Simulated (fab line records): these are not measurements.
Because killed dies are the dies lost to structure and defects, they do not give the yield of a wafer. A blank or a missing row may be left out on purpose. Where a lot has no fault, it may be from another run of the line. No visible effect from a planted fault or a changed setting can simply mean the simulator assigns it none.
fab line records || flow sky130 || part 2 of 2: steps 28 to 38 of 38
record: {"lots": 5, "wafers": 15, "lastDay": 50}
route steps=708 shown SONOS_ONO@180 GATE_OXIDE@187 POLY_GATE@204 RES_PROTECT@206
lots with no fault: from the same line, run without faults
startH: the number of hours between the record's first day and the start of the first shown wafer of the lot || waitH: time in hours since the lot's previous step || " identical to the entry in the row above || L1.1+2: a row that stands for several wafers || - no value present, or no start provided || * or withheld: withheld || < > ~ a bound
route shown NAME@n: names a module that has steps shown in the file, with the first one's number in the route || usual: mean/standard deviation of fault-free wafers || same: alike in all rows || chamber/n: place in a boat || sites: the reading at each site || _std_site: the values' standard deviation || _edge_site: outer sites' mean less inner sites' || radiusMm: how far each site lies from the wafer's centre || mask NAME#n: copy n || behind: the most recent tool/chamber to have shaped the wafer || hold: cause of the lot's hold/its duration in hours/its outcome || device: names the non-switching transistor (n, p or np) || end of line: the same wafers' tests at the end of the route || step lacking rows: just its recipe || killed: at the first sort, the dies lost to defects and structure; wafer yield is something else || map: per-die view of a wafer (x killed, . not killed, _ where there is no die)
set.NAME: the run value of the setting; set.NAME@STEP: its run value at that earlier step || model.NAME: the simulator's own value behind a step, which no gauge read
a table for each step, a row for each wafer; lots at some steps of the route
services: when a tool's chamber went out of use (startH, in hours from the record's first day, below 0 if earlier), for how many hours, and the reason
== steps ==
step: SKY_RES_PROTECT_HMDS_01
recipe: {"primeTimeS": 60, "primeTempC": 120}
usual: {"primeTempC": "120.01/0.15"}
same: {"primeTimeS": 60}
{"lot.wafer": "L080.3", "tool": "lithoTrack-04", "chamber": 0, "startH": 384.40, "waitH": 0.1, "primeTempC": 119.96}
{"lot.wafer": "L080.4", "tool": "lithoTrack-04", "chamber": 0, "startH": 384.40, "waitH": 0.1, "primeTempC": 119.91}
{"lot.wafer": "L080.6", "tool": "lithoTrack-04", "chamber": 0, "startH": 384.40, "waitH": 0.1, "primeTempC": 120.08}
{"lot.wafer": "L084.1", "tool": "lithoTrack-02", "chamber": 0, "startH": 413.48, "waitH": 0.1, "primeTempC": 119.96}
{"lot.wafer": "L084.2", "tool": "lithoTrack-02", "chamber": 0, "startH": 413.48, "waitH": 0.1, "primeTempC": 119.92}
{"lot.wafer": "L084.3", "tool": "lithoTrack-02", "chamber": 0, "startH": 413.48, "waitH": 0.1, "primeTempC": 119.97}
{"lot.wafer": "L093.2", "tool": "lithoTrack-04", "chamber": 0, "startH": 492.57, "waitH": 0.1, "primeTempC": 119.99}
{"lot.wafer": "L093.3", "tool": "lithoTrack-04", "chamber": 0, "startH": 492.57, "waitH": 0.1, "primeTempC": 119.83}
{"lot.wafer": "L093.6", "tool": "lithoTrack-04", "chamber": 0, "startH": 492.57, "waitH": 0.1, "primeTempC": 120.19}
{"lot.wafer": "L096.1", "tool": "lithoTrack-04", "chamber": 0, "startH": 516.05, "waitH": 0.1, "primeTempC": 120.19}
{"lot.wafer": "L096.2", "tool": "lithoTrack-04", "chamber": 0, "startH": 516.05, "waitH": 0.1, "primeTempC": 120.09}
{"lot.wafer": "L096.6", "tool": "lithoTrack-04", "chamber": 0, "startH": 516.05, "waitH": 0.1, "primeTempC": 120.33}
{"lot.wafer": "L097.2", "tool": "lithoTrack-04", "chamber": 0, "startH": 523.12, "waitH": 0.1, "primeTempC": 120.07}
{"lot.wafer": "L097.5", "tool": "lithoTrack-04", "chamber": 0, "startH": 523.12, "waitH": 0.1, "primeTempC": 120.00}
{"lot.wafer": "L097.6", "tool": "lithoTrack-04", "chamber": 0, "startH": 523.12, "waitH": 0.1, "primeTempC": 120.01}
step: SKY_RES_PROTECT_COAT_02
recipe: {"resist": "NOVOLAK", "spinRpm": 3000, "resistThkNm": 1140}
{"lot.wafer": "L080.3+4+6", "tool": "lithoTrack-04", "chamber": 0, "startH": 384.55, "waitH": 0.1}
{"lot.wafer": "L084.1+2+3", "tool": "lithoTrack-02", "chamber": 0, "startH": 413.63, "waitH": 0.1}
{"lot.wafer": "L093.2+3+6", "tool": "lithoTrack-04", "chamber": 0, "startH": 492.72, "waitH": 0.1}
{"lot.wafer": "L096.1+2+6", "tool": "lithoTrack-04", "chamber": 0, "startH": 516.20, "waitH": 0.1}
{"lot.wafer": "L097.2+5+6", "tool": "lithoTrack-04", "chamber": 0, "startH": 523.27, "waitH": 0.1}
step: SKY_RES_PROTECT_SOFTBAKE_03
recipe: {"tempC": 90, "timeS": 60, "resist": "NOVOLAK"}
usual: {"plateTempC": "90.00/0.12"}
{"lot.wafer": "L080.3", "tool": "lithoTrack-04", "chamber": 0, "startH": 384.70, "waitH": 0.1, "plateTempC": 89.93}
{"lot.wafer": "L080.4", "tool": "lithoTrack-04", "chamber": 0, "startH": 384.70, "waitH": 0.1, "plateTempC": 89.97}
{"lot.wafer": "L080.6", "tool": "lithoTrack-04", "chamber": 0, "startH": 384.70, "waitH": 0.1, "plateTempC": 90.02}
{"lot.wafer": "L084.1", "tool": "lithoTrack-02", "chamber": 0, "startH": 413.78, "waitH": 0.1, "plateTempC": 90.14}
{"lot.wafer": "L084.2", "tool": "lithoTrack-02", "chamber": 0, "startH": 413.78, "waitH": 0.1, "plateTempC": 89.99}
{"lot.wafer": "L084.3", "tool": "lithoTrack-02", "chamber": 0, "startH": 413.78, "waitH": 0.1, "plateTempC": 89.88}
{"lot.wafer": "L093.2", "tool": "lithoTrack-04", "chamber": 0, "startH": 492.87, "waitH": 0.1, "plateTempC": 89.68}
{"lot.wafer": "L093.3", "tool": "lithoTrack-04", "chamber": 0, "startH": 492.87, "waitH": 0.1, "plateTempC": 89.85}
{"lot.wafer": "L093.6", "tool": "lithoTrack-04", "chamber": 0, "startH": 492.87, "waitH": 0.1, "plateTempC": 89.93}
{"lot.wafer": "L096.1", "tool": "lithoTrack-04", "chamber": 0, "startH": 516.35, "waitH": 0.1, "plateTempC": 90.00}
{"lot.wafer": "L096.2", "tool": "lithoTrack-04", "chamber": 0, "startH": 516.35, "waitH": 0.1, "plateTempC": 90.02}
{"lot.wafer": "L096.6", "tool": "lithoTrack-04", "chamber": 0, "startH": 516.35, "waitH": 0.1, "plateTempC": 90.08}
{"lot.wafer": "L097.2", "tool": "lithoTrack-04", "chamber": 0, "startH": 523.42, "waitH": 0.1, "plateTempC": 89.90}
{"lot.wafer": "L097.5", "tool": "lithoTrack-04", "chamber": 0, "startH": 523.42, "waitH": 0.1, "plateTempC": 90.22}
{"lot.wafer": "L097.6", "tool": "lithoTrack-04", "chamber": 0, "startH": 523.42, "waitH": 0.1, "plateTempC": 90.05}
step: SKY_RES_PROTECT_EXPOSE_04
recipe: {"maskId": "RPM", "na": 0.6, "sourceShape": "conventional", "sigmaOuter": 0.6, "polarization": "unpolarized", "targetCdNm": 1270, "doseMj": 131}
usual: {"focusOffsetNm": "0.0/0.49"}
{"lot.wafer": "L080.3", "tool": "ilineStepper-02", "chamber": 0, "startH": "-", "waitH": "-", "mask": "RPM#0", "focusOffsetNm": -0.2}
{"lot.wafer": "L080.4", "tool": "ilineStepper-02", "chamber": 0, "startH": "-", "waitH": "-", "mask": "RPM#0", "focusOffsetNm": -0.3}
{"lot.wafer": "L080.6", "tool": "ilineStepper-02", "chamber": 0, "startH": "-", "waitH": "-", "mask": "RPM#0", "focusOffsetNm": 0.1}
{"lot.wafer": "L084.1", "tool": "ilineStepper-01", "chamber": 0, "startH": "-", "waitH": "-", "mask": "RPM#0", "focusOffsetNm": -1.3}
{"lot.wafer": "L084.2", "tool": "ilineStepper-01", "chamber": 0, "startH": "-", "waitH": "-", "mask": "RPM#0", "focusOffsetNm": 0.2}
{"lot.wafer": "L084.3", "tool": "ilineStepper-01", "chamber": 0, "startH": "-", "waitH": "-", "mask": "RPM#0", "focusOffsetNm": 0.3}
{"lot.wafer": "L093.2", "tool": "ilineStepper-02", "chamber": 0, "startH": "-", "waitH": "-", "mask": "RPM#0", "focusOffsetNm": -0.3}
{"lot.wafer": "L093.3", "tool": "ilineStepper-02", "chamber": 0, "startH": "-", "waitH": "-", "mask": "RPM#0", "focusOffsetNm": 0.4}
{"lot.wafer": "L093.6", "tool": "ilineStepper-02", "chamber": 0, "startH": "-", "waitH": "-", "mask": "RPM#0", "focusOffsetNm": -0.1}
{"lot.wafer": "L096.1", "tool": "ilineStepper-01", "chamber": 0, "startH": "-", "waitH": "-", "mask": "RPM#0", "focusOffsetNm": 0.2}
{"lot.wafer": "L096.2", "tool": "ilineStepper-01", "chamber": 0, "startH": "-", "waitH": "-", "mask": "RPM#0", "focusOffsetNm": 0.0}
{"lot.wafer": "L096.6", "tool": "ilineStepper-01", "chamber": 0, "startH": "-", "waitH": "-", "mask": "RPM#0", "focusOffsetNm": 0.4}
{"lot.wafer": "L097.2", "tool": "ilineStepper-01", "chamber": 0, "startH": "-", "waitH": "-", "mask": "RPM#0", "focusOffsetNm": 0.7}
{"lot.wafer": "L097.5", "tool": "ilineStepper-01", "chamber": 0, "startH": "-", "waitH": "-", "mask": "RPM#0", "focusOffsetNm": 0.8}
{"lot.wafer": "L097.6", "tool": "ilineStepper-01", "chamber": 0, "startH": "-", "waitH": "-", "mask": "RPM#0", "focusOffsetNm": 1.2}
step: SKY_RES_PROTECT_PEB_05
recipe: {"tempC": "withheld", "timeS": "*", "resist": "NOVOLAK"}
{"lot.wafer": "L080.3+4+6", "tool": "lithoTrack-04", "chamber": 0, "startH": "-", "waitH": "-"}
{"lot.wafer": "L084.1+2+3", "tool": "lithoTrack-03", "chamber": 0, "startH": "-", "waitH": "-"}
{"lot.wafer": "L093.2+3+6", "tool": "lithoTrack-03", "chamber": 0, "startH": "-", "waitH": "-"}
{"lot.wafer": "L096.1+2+6", "tool": "lithoTrack-04", "chamber": 0, "startH": "-", "waitH": "-"}
{"lot.wafer": "L097.2+5+6", "tool": "lithoTrack-03", "chamber": 0, "startH": "-", "waitH": "-"}
step: SKY_RES_PROTECT_DEVELOP_06
recipe: {"resist": "NOVOLAK", "developer": "TMAH", "developTimeS": 60, "devTempC": 23}
same: {"developTimeS": 60}
{"lot.wafer": "L080.3+4+6", "tool": "lithoTrack-04", "chamber": 0, "startH": 399.35, "waitH": 0.1}
{"lot.wafer": "L084.1+2+3", "tool": "lithoTrack-03", "chamber": 0, "startH": 428.84, "waitH": 0.1}
{"lot.wafer": "L093.2+3+6", "tool": "lithoTrack-03", "chamber": 0, "startH": 507.47, "waitH": 0.1}
{"lot.wafer": "L096.1+2+6", "tool": "lithoTrack-04", "chamber": 0, "startH": 531.55, "waitH": 0.1}
{"lot.wafer": "L097.2+5+6", "tool": "lithoTrack-03", "chamber": 0, "startH": 538.17, "waitH": 0.1}
step: SKY_POLY_GATE_IMPLANT_02
recipe: {"species": "P", "energyKev": 30, "doseCm2": 7.7e+15, "tiltDeg": 0}
usual: {"tiltDeg": "0.000/0.021"}
{"lot.wafer": "L080.3", "tool": "implanter-04", "chamber": 0, "startH": 399.50, "waitH": 0.1, "tiltDeg": -0.011}
{"lot.wafer": "L080.4", "tool": "implanter-04", "chamber": 0, "startH": 399.50, "waitH": 0.1, "tiltDeg": -0.018}
{"lot.wafer": "L080.6", "tool": "implanter-04", "chamber": 0, "startH": 399.50, "waitH": 0.1, "tiltDeg": 0.020}
{"lot.wafer": "L084.1", "tool": "implanter-03", "chamber": 0, "startH": 428.99, "waitH": 0.1, "tiltDeg": -0.037}
{"lot.wafer": "L084.2", "tool": "implanter-03", "chamber": 0, "startH": 428.99, "waitH": 0.1, "tiltDeg": -0.005}
{"lot.wafer": "L084.3", "tool": "implanter-03", "chamber": 0, "startH": 428.99, "waitH": 0.1, "tiltDeg": -0.046}
{"lot.wafer": "L093.2", "tool": "implanter-03", "chamber": 0, "startH": 507.62, "waitH": 0.1, "tiltDeg": 0.013}
{"lot.wafer": "L093.3", "tool": "implanter-03", "chamber": 0, "startH": 507.62, "waitH": 0.1, "tiltDeg": 0.011}
{"lot.wafer": "L093.6", "tool": "implanter-03", "chamber": 0, "startH": 507.62, "waitH": 0.1, "tiltDeg": -0.001}
{"lot.wafer": "L096.1", "tool": "implanter-01", "chamber": 0, "startH": 531.70, "waitH": 0.1, "tiltDeg": 0.014}
{"lot.wafer": "L096.2", "tool": "implanter-01", "chamber": 0, "startH": 531.70, "waitH": 0.1, "tiltDeg": -0.001}
{"lot.wafer": "L096.6", "tool": "implanter-01", "chamber": 0, "startH": 531.70, "waitH": 0.1, "tiltDeg": -0.028}
{"lot.wafer": "L097.2", "tool": "implanter-03", "chamber": 0, "startH": 538.32, "waitH": 0.1, "tiltDeg": 0.047}
{"lot.wafer": "L097.5", "tool": "implanter-03", "chamber": 0, "startH": 538.32, "waitH": 0.1, "tiltDeg": 0.034}
{"lot.wafer": "L097.6", "tool": "implanter-03", "chamber": 0, "startH": 538.32, "waitH": 0.1, "tiltDeg": 0.042}
step: SKY_RES_PROTECT_STRIP_07
recipe: {"chemistry": "O2/N2", "powerW": 1400, "pressureMtorr": 1500, "platenTempC": "withheld", "o2FlowSccm": 3000, "n2FlowSccm": 300, "overashFraction": 0.5}
usual: {"drypumpMotorCurrentA": "5.4/0.44", "o2FlowSccm": "3000/9.7", "oesProductAu": "0.518/0.0047", "stripTimeToEndpointS": "23.29/0.048"}
{"lot.wafer": "L080.3", "tool": "plasmaAsher-04", "chamber": 1, "startH": 399.63, "waitH": 0.1, "drypumpMotorCurrentA": 6.1, "o2FlowSccm": 3002, "oesProductAu": 0.522, "rfHoursCounterH": "-", "stripTimeToEndpointS": 23.29}
{"lot.wafer": "L080.4", "tool": "plasmaAsher-04", "chamber": 0, "startH": 399.63, "waitH": 0.1, "drypumpMotorCurrentA": 4.8, "o2FlowSccm": 2986, "oesProductAu": 0.518, "rfHoursCounterH": "-", "stripTimeToEndpointS": 23.27}
{"lot.wafer": "L080.6", "tool": "plasmaAsher-04", "chamber": 1, "startH": 399.63, "waitH": 0.1, "drypumpMotorCurrentA": 6.1, "o2FlowSccm": 3002, "oesProductAu": 0.516, "rfHoursCounterH": "-", "stripTimeToEndpointS": 23.31}
{"lot.wafer": "L084.1", "tool": "plasmaAsher-01", "chamber": 0, "startH": 429.14, "waitH": 0.1, "drypumpMotorCurrentA": 5.9, "o2FlowSccm": 2986, "oesProductAu": 0.517, "rfHoursCounterH": 32, "stripTimeToEndpointS": 23.31}
{"lot.wafer": "L084.2", "tool": "plasmaAsher-01", "chamber": 1, "startH": 429.14, "waitH": 0.1, "drypumpMotorCurrentA": 5.4, "o2FlowSccm": 2984, "oesProductAu": 0.521, "rfHoursCounterH": 32, "stripTimeToEndpointS": 23.31}
{"lot.wafer": "L084.3", "tool": "plasmaAsher-01", "chamber": 1, "startH": 429.14, "waitH": 0.1, "drypumpMotorCurrentA": 5.4, "o2FlowSccm": 2977, "oesProductAu": 0.515, "rfHoursCounterH": "-", "stripTimeToEndpointS": 23.28}
{"lot.wafer": "L093.2", "tool": "plasmaAsher-02", "chamber": 1, "startH": 507.74, "waitH": 0.1, "drypumpMotorCurrentA": 5.1, "o2FlowSccm": 2998, "oesProductAu": 0.522, "rfHoursCounterH": 7, "stripTimeToEndpointS": 23.33}
{"lot.wafer": "L093.3", "tool": "plasmaAsher-02", "chamber": 1, "startH": 507.74, "waitH": 0.1, "drypumpMotorCurrentA": 5.1, "o2FlowSccm": 3003, "oesProductAu": 0.517, "rfHoursCounterH": "-", "stripTimeToEndpointS": 23.31}
{"lot.wafer": "L093.6", "tool": "plasmaAsher-02", "chamber": 0, "startH": 507.74, "waitH": 0.1, "drypumpMotorCurrentA": 5.2, "o2FlowSccm": 3002, "oesProductAu": 0.515, "rfHoursCounterH": "-", "stripTimeToEndpointS": 23.31}
{"lot.wafer": "L096.1", "tool": "plasmaAsher-04", "chamber": 0, "startH": 531.85, "waitH": 0.1, "drypumpMotorCurrentA": 4.8, "o2FlowSccm": 2997, "oesProductAu": 0.521, "rfHoursCounterH": 78, "stripTimeToEndpointS": 23.25}
{"lot.wafer": "L096.2", "tool": "plasmaAsher-04", "chamber": 1, "startH": 531.85, "waitH": 0.1, "drypumpMotorCurrentA": 6.1, "o2FlowSccm": 2991, "oesProductAu": 0.518, "rfHoursCounterH": 78, "stripTimeToEndpointS": 23.24}
{"lot.wafer": "L096.6", "tool": "plasmaAsher-04", "chamber": 0, "startH": 531.85, "waitH": 0.1, "drypumpMotorCurrentA": 4.8, "o2FlowSccm": 2993, "oesProductAu": 0.521, "rfHoursCounterH": "-", "stripTimeToEndpointS": 23.24}
{"lot.wafer": "L097.2", "tool": "plasmaAsher-04", "chamber": 0, "startH": 538.44, "waitH": 0.1, "drypumpMotorCurrentA": 4.8, "o2FlowSccm": 2997, "oesProductAu": 0.514, "rfHoursCounterH": 79, "stripTimeToEndpointS": 23.27}
{"lot.wafer": "L097.5", "tool": "plasmaAsher-04", "chamber": 0, "startH": 538.44, "waitH": 0.1, "drypumpMotorCurrentA": 4.8, "o2FlowSccm": 2994, "oesProductAu": 0.515, "rfHoursCounterH": "-", "stripTimeToEndpointS": 23.28}
{"lot.wafer": "L097.6", "tool": "plasmaAsher-04", "chamber": 1, "startH": 538.44, "waitH": 0.1, "drypumpMotorCurrentA": 6.1, "o2FlowSccm": 2993, "oesProductAu": 0.517, "rfHoursCounterH": "-", "stripTimeToEndpointS": 23.31}
step: SKY_RES_PROTECT_TW_MEAS_08
usual: {"POLY_GATE_TW": "3988/38"}
{"lot.wafer": "L080.3", "tool": "filmMetro-01", "chamber": "-", "startH": 399.72, "waitH": 0.1, "POLY_GATE_TW": 4001}
{"lot.wafer": "L080.4", "tool": "filmMetro-01", "chamber": "-", "startH": 399.72, "waitH": 0.1, "POLY_GATE_TW": 4003}
{"lot.wafer": "L080.6", "tool": "filmMetro-01", "chamber": "-", "startH": 399.72, "waitH": 0.1, "POLY_GATE_TW": 3976}
{"lot.wafer": "L084.1", "tool": "filmMetro-02", "chamber": "-", "startH": 429.24, "waitH": 0.1, "POLY_GATE_TW": 4040}
{"lot.wafer": "L084.2", "tool": "filmMetro-02", "chamber": "-", "startH": 429.24, "waitH": 0.1, "POLY_GATE_TW": 4038}
{"lot.wafer": "L084.3", "tool": "filmMetro-02", "chamber": "-", "startH": 429.24, "waitH": 0.1, "POLY_GATE_TW": 4046}
{"lot.wafer": "L093.2", "tool": "filmMetro-03", "chamber": "-", "startH": 507.85, "waitH": 0.1, "POLY_GATE_TW": 3969}
{"lot.wafer": "L093.3", "tool": "filmMetro-03", "chamber": "-", "startH": 507.85, "waitH": 0.1, "POLY_GATE_TW": 3983}
{"lot.wafer": "L093.6", "tool": "filmMetro-03", "chamber": "-", "startH": 507.85, "waitH": 0.1, "POLY_GATE_TW": 3976}
{"lot.wafer": "L096.1", "tool": "filmMetro-03", "chamber": "-", "startH": 531.95, "waitH": 0.1, "POLY_GATE_TW": 3954}
{"lot.wafer": "L096.2", "tool": "filmMetro-03", "chamber": "-", "startH": 531.95, "waitH": 0.1, "POLY_GATE_TW": 3962}
{"lot.wafer": "L096.6", "tool": "filmMetro-03", "chamber": "-", "startH": 531.95, "waitH": 0.1, "POLY_GATE_TW": 3962}
{"lot.wafer": "L097.2", "tool": "filmMetro-03", "chamber": "-", "startH": 538.55, "waitH": 0.1, "POLY_GATE_TW": 3923}
{"lot.wafer": "L097.5", "tool": "filmMetro-03", "chamber": "-", "startH": 538.55, "waitH": 0.1, "POLY_GATE_TW": 3945}
{"lot.wafer": "L097.6", "tool": "filmMetro-03", "chamber": "-", "startH": 538.55, "waitH": 0.1, "POLY_GATE_TW": 3935}
step: SKY_RES_PROTECT_CLEAN_09
recipe: {"chemistry": "SC1/SC2", "mix": "1:4:20", "tempC": 70, "timeS": 150, "dry": "n2Spin"}
{"lot.wafer": "L080.3+4+6", "tool": "wetBench-04", "chamber": 1, "startH": 399.76, "waitH": 0.0}
{"lot.wafer": "L084.1+2+3", "tool": "wetBench-03", "chamber": 3, "startH": 429.32, "waitH": 0.1}
{"lot.wafer": "L093.2+3+6", "tool": "wetBench-04", "chamber": 3, "startH": 507.90, "waitH": 0.0}
{"lot.wafer": "L096.1+2+6", "tool": "wetBench-01", "chamber": 1, "startH": 532.01, "waitH": 0.1}
{"lot.wafer": "L097.2+5+6", "tool": "wetBench-01", "chamber": 0, "startH": 538.60, "waitH": 0.0}
step: SKY_POLY_GATE_CVD_03
recipe: {"material": "Si3N4", "precursor": "DCS/NH3", "targetThkNm": 75, "tempC": 770, "timeS": 1290, "pressureMtorr": 250}
usual: {"spikeTcUpperC": "770.8/1.7"}
{"lot.wafer": "L080.3", "tool": "lpcvd-02", "chamber": 0, "startH": 401.02, "waitH": 1.2, "spikeTcUpperC": 772.6}
{"lot.wafer": "L080.4", "tool": "lpcvd-02", "chamber": 0, "startH": 401.02, "waitH": 1.2, "spikeTcUpperC": 772.0}
{"lot.wafer": "L080.6", "tool": "lpcvd-02", "chamber": 0, "startH": 401.02, "waitH": 1.2, "spikeTcUpperC": 772.1}
{"lot.wafer": "L084.1", "tool": "lpcvd-02", "chamber": 1, "startH": 430.33, "waitH": 1.0, "spikeTcUpperC": 768.8}
{"lot.wafer": "L084.2", "tool": "lpcvd-02", "chamber": 1, "startH": 430.33, "waitH": 1.0, "spikeTcUpperC": 768.9}
{"lot.wafer": "L084.3", "tool": "lpcvd-02", "chamber": 1, "startH": 430.33, "waitH": 1.0, "spikeTcUpperC": 769.9}
{"lot.wafer": "L093.2", "tool": "lpcvd-02", "chamber": 1, "startH": 508.84, "waitH": 0.9, "spikeTcUpperC": 769.8}
{"lot.wafer": "L093.3", "tool": "lpcvd-02", "chamber": 1, "startH": 508.84, "waitH": 0.9, "spikeTcUpperC": 769.8}
{"lot.wafer": "L093.6", "tool": "lpcvd-02", "chamber": 1, "startH": 508.84, "waitH": 0.9, "spikeTcUpperC": 768.0}
{"lot.wafer": "L096.1", "tool": "lpcvd-02", "chamber": 1, "startH": 532.07, "waitH": 0.0, "spikeTcUpperC": 768.6}
{"lot.wafer": "L096.2", "tool": "lpcvd-02", "chamber": 1, "startH": 532.07, "waitH": 0.0, "spikeTcUpperC": 769.6}
{"lot.wafer": "L096.6", "tool": "lpcvd-02", "chamber": 1, "startH": 532.07, "waitH": 0.0, "spikeTcUpperC": 769.5}
{"lot.wafer": "L097.2", "tool": "lpcvd-02", "chamber": 0, "startH": 538.66, "waitH": 0.0, "spikeTcUpperC": 772.3}
{"lot.wafer": "L097.5", "tool": "lpcvd-02", "chamber": 0, "startH": 538.66, "waitH": 0.0, "spikeTcUpperC": 772.0}
{"lot.wafer": "L097.6", "tool": "lpcvd-02", "chamber": 0, "startH": 538.66, "waitH": 0.0, "spikeTcUpperC": 771.8}
== services ==
{"tool": "furnace-02", "chamber": "-", "startH": 316.75, "hours": 3.6, "kind": "pm"}
{"tool": "rieDiel-02", "chamber": "-", "startH": 319.68, "hours": 2.8, "kind": "pm"}
{"tool": "plasmaAsher-04", "chamber": "-", "startH": 341.54, "hours": 10.1, "kind": "repair"}
{"tool": "lpcvd-01", "chamber": "-", "startH": 354.88, "hours": 14.6, "kind": "pm"}
{"tool": "furnace-01", "chamber": "-", "startH": 360.39, "hours": 4.2, "kind": "pm"}
{"tool": "furnace-01", "chamber": "-", "startH": 366.03, "hours": 3.1, "kind": "pm"}
{"tool": "furnace-02", "chamber": "-", "startH": 386.34, "hours": 7.4, "kind": "pm"}
{"tool": "wetBench-02", "chamber": "-", "startH": 388.55, "hours": 1.9, "kind": "pm"}
{"tool": "wetBench-04", "chamber": "-", "startH": 389.09, "hours": 1.2, "kind": "repair"}
{"tool": "ilineStepper-02", "chamber": "-", "startH": 399.22, "hours": 1.7, "kind": "pm"}
{"tool": "ilineStepper-01", "chamber": "-", "startH": 400.89, "hours": 1.7, "kind": "pm"}
{"tool": "rieDiel-02", "chamber": 0, "startH": 442.18, "hours": 1.8, "kind": "repair"}
{"tool": "implanter-03", "chamber": "-", "startH": 442.22, "hours": 4.4, "kind": "repair"}
{"tool": "implanter-02", "chamber": "-", "startH": 447.93, "hours": 1.7, "kind": "repair"}
{"tool": "rieDiel-02", "chamber": 3, "startH": 453.14, "hours": 4.3, "kind": "repair"}
{"tool": "furnace-01", "chamber": "-", "startH": 459.66, "hours": 3.3, "kind": "pm"}
{"tool": "ilineStepper-01", "chamber": "-", "startH": 464.20, "hours": 1.2, "kind": "repair"}
{"tool": "furnace-02", "chamber": "-", "startH": 484.27, "hours": 3.5, "kind": "pm"}
{"tool": "furnace-02", "chamber": "-", "startH": 487.77, "hours": 4.8, "kind": "pm"}
{"tool": "furnace-02", "chamber": "-", "startH": 494.06, "hours": 4.2, "kind": "pm"}
{"tool": "implanter-03", "chamber": "-", "startH": 499.69, "hours": 5.7, "kind": "repair"}
{"tool": "wetBench-03", "chamber": "-", "startH": 500.60, "hours": 4.8, "kind": "repair"}
{"tool": "ilineStepper-02", "chamber": "-", "startH": 509.81, "hours": 4.4, "kind": "pm"}
{"tool": "furnace-01", "chamber": "-", "startH": 534.49, "hours": 2.6, "kind": "pm"}
